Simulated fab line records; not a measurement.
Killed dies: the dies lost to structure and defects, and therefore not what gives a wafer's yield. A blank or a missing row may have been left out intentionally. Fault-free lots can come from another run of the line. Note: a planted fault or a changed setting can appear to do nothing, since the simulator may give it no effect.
A lot that was struck, set against a sound lot | flow sky130 | 15 out of 708 route steps
Sound: these wafers, L370.3, L370.4, L370.5. Wafers L389.3, L389.4, L389.6 were the ones struck. The cause comes at the end.
Order at every step that has rows: each side's tool, ch and its chambers, its first start. Under that, the readings that differ: sound wafers | struck wafers | difference of the means | sigmas: that difference in standard deviations of wafers without a fault.
alike: a reading whose means differ by less than 2 such deviations, as well as words and numbers matching on both sides. not compared: withheld readings; readings where some wafer has no value; bounds like >300 that might hide an equal value; numbers whose values overlap and for which the record gives no deviation.
A row with sigmas, a row that says differs or no value, or rows on one side alone: a step with any of these is where the two part. Numbers that have no deviation but don't overlap get no sigmas and don't part them. A reading missing from all wafers of one side parts the sides only when that side holds two or more wafers.

first, 3 steps without rows for these wafers: SKY_LI_CONTACT_EXPOSE_09 (exposes mask LICM1, target cd 170 nm); SKY_LI_CONTACT_PEB_10; SKY_LI_CONTACT_DEVELOP_11 (develop time 60 s).
SKY_LI_CONTACT_CD_MEAS_12: target cd 170 nm.
  sound on cd sem-01, day 29 02:02; struck on cd sem-02, day 35 18:38
  alike: cd nm
SKY_LI_CONTACT_OVL_MEAS_13:
  sound on overlay-01, day 29 02:07; struck on overlay-01, day 35 18:44
  alike: LI_CONTACT_OVL
SKY_LI_CONTACT_ETCH_14: etches BARC in N2/H2, stops on SiO2, time 45.9 s, target depth 60 nm.
  sound on rie diel-03 ch 0,2,3, day 29 02:09; struck on rie diel-02 ch 1,3, day 35 18:45
  alike: chamber pressure mTorr, drypump motor current A, n2 flow sccm, oes product au, throttle valve pct
  not compared: rf hours counter h
SKY_LI_CONTACT_ETCH_15: etches PSG in C4F8/O2/Ar, stops on Si, target depth 600 nm.
  sound on rie diel-03 ch 0,2,3, day 29 02:11; struck on rie diel-02 ch 1,3, day 35 18:47
  alike: chamber pressure mTorr, oes product au
SKY_LI_CONTACT_STRIP_16: strips in O2/N2.
  sound on plasma asher-02 ch 0,1, day 29 02:19; struck on plasma asher-04 ch 0,1, day 35 18:55
  alike: chamber pressure mTorr, drypump motor current A, n2 flow sccm, oes product au, strip time to endpoint s
  not compared: rf hours counter h
then, 2 steps without rows for these wafers: SKY_LI_CONTACT_CLEAN_17 (cleans in NMP, time 600 s); SKY_LI_CONTACT_PRE_CLEAN_18 (time 5.6 s).
SKY_LI_CONTACT_SPUTTER_19: material Ti, target thk 20 nm, time 106.37 s.
  sound on pvd sputter-04, day 29 02:34; struck on pvd sputter-01, day 35 19:10
  alike: throttle valve pct
SKY_LI_CONTACT_SPUTTER_20: material TiN, target thk 20 nm, time 80 s.
  sound on pvd sputter-04, day 29 02:39; struck on pvd sputter-01, day 35 19:15
  alike: throttle valve pct
SKY_LI_CONTACT_CVD_21: deposits W, target thk 400 nm, time 120.56 s.
  sound on cvd w-02 ch 0,1, day 29 02:45; struck on cvd w-02 ch 0,1, day 35 19:21
  no value came back on the struck wafers for chamber pressure Torr (Torr), heater power outer w (W), heater power w (W), susceptor temp C (C); on the sound wafers chamber pressure Torr (Torr) reads 40.14 39.95 40.07
SKY_LI_CONTACT_RS_MEAS_22: a four-point-probe measurement.
  sound on film metro-01, day 29 02:52; struck on film metro-02, day 35 19:46
  reading                  | sound             | struck               | difference | sigmas
  LI_CONTACT_W_RS (ohm/sq) | 0.285 0.277 0.286 | 25.022 25.000 24.997 | +24.724    | +99 or more
  not compared: hold
SKY_PAD_OPEN_PROBE_99:
  sound wafers here have rows in the record (prober-01, day 45 16:10); struck ones have none

== WHERE THEY PART ==
At SKY_LI_CONTACT_CVD_21 first; at SKY_PAD_OPEN_PROBE_99 last (within this record only).

WHY: whatever the simulator had introduced
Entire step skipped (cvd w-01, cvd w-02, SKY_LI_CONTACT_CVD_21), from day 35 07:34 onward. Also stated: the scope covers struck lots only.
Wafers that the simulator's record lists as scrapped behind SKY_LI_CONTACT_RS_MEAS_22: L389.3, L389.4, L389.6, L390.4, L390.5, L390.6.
